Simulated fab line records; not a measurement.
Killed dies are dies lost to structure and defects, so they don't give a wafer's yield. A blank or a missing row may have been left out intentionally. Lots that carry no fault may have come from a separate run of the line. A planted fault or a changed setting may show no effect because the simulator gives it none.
Code-filled problem report in 8D (eight disciplines) form :: flow sky130 :: the parts of the form that need people (team, actions taken, sign-off) are left out

1. WHAT IS WRONG
Mean of runLengthS at SKY_FIELD_ISO_WET_ETCH_28: 40 s across 6 wafers in 2 lots; on wafers with no fault it is 77 s (standard deviation 3.3). Relative to the usual mean, that is a shift of -11 standard deviations.
The step: etches SiO2 in dHF, target depth 23.7 nm, time 47 s.
First observed at day 6 06:45: wafer L214.1, on wetBench-03. Wafers with a number at this step in the record: 18, from 6 lots. The rule behind "out" and "out of limits": a value lying over 4 standard deviations away from the usual mean. Any other wafer with a number is counted as sound.

2. WHAT IT IS; WHAT IT IS NOT
question: which readings at this step
is: runLengthS
is not: -

question: which lots
is: L214, L215
is not: L201, L203, L205, L217

question: which wafers of those lots
is: all that have a number
is not: -

question: read on which tools
is: wetBench-03
is not: wetBench-01

question: when
is: from day 6 06:45
is not: up to then (9 sound wafers); but 3 sound wafers of L217 came after

3. SUSPECTS, AND WHAT RULES EACH OUT
Counting: any tool at a process step up to the reading is kept as a suspect provided that every lot that is out went through it and no sound lot did after the first of them.
- plasmaAsher-01 at SKY_FIELD_ISO_STRIP_16 (strips in O2/N2): ruled out as a lasting fault. After its first lot that is out, L214 (day 6 03:05), sound lots L217 ran on it.
- wetBench-03 at SKY_FIELD_ISO_WET_ETCH_28 (etches SiO2 in dHF, target depth 23.7 nm, time 47 s): kept. All lots that are out passed through it, beginning with L214 at day 6 06:45, and no sound lot followed; its final sound lot before that point was L203 at day 4 02:36. Its own runLengthS readings are out on those wafers.
Remaining after the count: wetBench-03 at SKY_FIELD_ISO_WET_ETCH_28.

4. THE CAUSE (what the simulator had put in)
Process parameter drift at SKY_FIELD_ISO_WET_ETCH_28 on wetBench-03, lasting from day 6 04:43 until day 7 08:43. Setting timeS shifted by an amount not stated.
The count eliminated every tool but this one.

5. THE EFFECT CHAIN, in route order
One row per reading whose mean, taken over the struck wafers that have a number, lies over 3 standard deviations from the usual. Scope: only readings with a usual standard deviation given in the record; hours: median across lots of the time from each lot's start at the first step in this table that gives one to its start at this step; sigmas: change in usual standard deviations.
hours: 0
step: SKY_FIELD_ISO_WET_ETCH_28
reading: runLengthS
usual: 77 s
on struck wafers: 40
change: -37
sigmas: -11
Process steps it contains:
- SKY_FIELD_ISO_WET_ETCH_28: etches SiO2 in dHF, target depth 23.7 nm, time 47 s.
Later measuring or inspecting steps at which every struck wafer that the step has a row for has a number for every such reading, and none has moved that far: SKY_NWELL_THK_MEAS_02, SKY_DNWELL_TW_MEAS_09, SKY_PWDE_OVL_MEAS_07, SKY_PWDE_TW_MEAS_10.

6. HOW IT WOULD HAVE BEEN CAUGHT EARLIER
In this record no reading fell out of limits until day 6 06:45, 2 hours after the fault had begun at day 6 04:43.
